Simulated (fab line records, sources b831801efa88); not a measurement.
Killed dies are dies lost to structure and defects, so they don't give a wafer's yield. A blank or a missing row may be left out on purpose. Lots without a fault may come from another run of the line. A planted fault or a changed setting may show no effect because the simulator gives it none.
One fault seen from 2 desks | flow sky130 | each desk has only its own numbers; what lay behind them comes last

THE TOOL OWNER'S DESK: pvd_sputter-04
The tool's own readings at SKY_METAL5_SPUTTER_04 (material TiN, target thk 70 nm, time 58.3 s): means of the sampled wafers that have a number, for each lot that ran on this tool. A lot is out of limits, marked OUT, if its mean lies more than 4 standard deviations from the usual mean; the brackets give that distance.
Columns: A = cathode_dc_power_W at SKY_METAL5_SPUTTER_04, usual 6499.8 W; B = throttle_valve_pct at SKY_METAL5_SPUTTER_04, usual 30.0 %
lot  | first seen here | A      | B
L112 | day 43 12:40    | 6500.1 | 29.8
L115 | day 44 08:26    | 6498.6 | 30.1
L114 | day 44 11:35    | 6501.3 | 30.2
L117 | day 45 12:08    | 6500.1 | 29.4
L122 | day 46 10:53    | 6499.0 | 30.8
L126 | day 47 12:19    | 6498.8 | 29.9
This desk's finding: nothing out of limits on any of the 6 lots.

THE METROLOGY DESK
What the gauges read, lot by lot, whatever tool the lot ran on: means of the sampled wafers that have a number. A lot is out of limits, marked OUT, if its mean lies more than 4 standard deviations from the usual mean; the brackets give that distance.
Columns: A = GATE_OXIDE_OXIDATION_00_THK at SKY_GATE_OXIDE_THK_MEAS_02, usual 10.39 nm; B = cd_nm at SKY_SD_P_CD_MEAS_07, usual 379 nm; C = METAL5_ALCU_THK at SKY_METAL5_THK_MEAS_06, usual 1148 nm
lot  | first seen here | A     | B   | C
L110 | day 12 13:07    | 10.22 | 375 | 1170
L112 | day 13 01:53    | 10.34 | 378 | 1137
L114 | day 14 09:56    | 10.41 | 376 | 1155
L115 | day 14 09:59    | 10.11 | 380 | 1163
L116 | day 15 17:10    | 10.33 | 380 | 1152
L117 | day 15 17:49    | 10.51 | 380 | 1130
L119 | day 16 13:02    | 10.41 | 376 | 1133
L118 | day 16 15:55    | 10.34 | 379 | 1149
L120 | day 16 15:55    | 10.38 | 384 | 1162
L122 | day 16 22:31    | 10.19 | 380 | 1149
L126 | day 18 10:30    | 9.98  | 376 | 1102
This desk's finding: nothing out of limits on any of the 11 lots.

PUT TOGETHER
The tool owner's desk saw nothing out of limits.
The metrology desk saw nothing out of limits.

WHAT THE SIMULATOR HAD PUT IN
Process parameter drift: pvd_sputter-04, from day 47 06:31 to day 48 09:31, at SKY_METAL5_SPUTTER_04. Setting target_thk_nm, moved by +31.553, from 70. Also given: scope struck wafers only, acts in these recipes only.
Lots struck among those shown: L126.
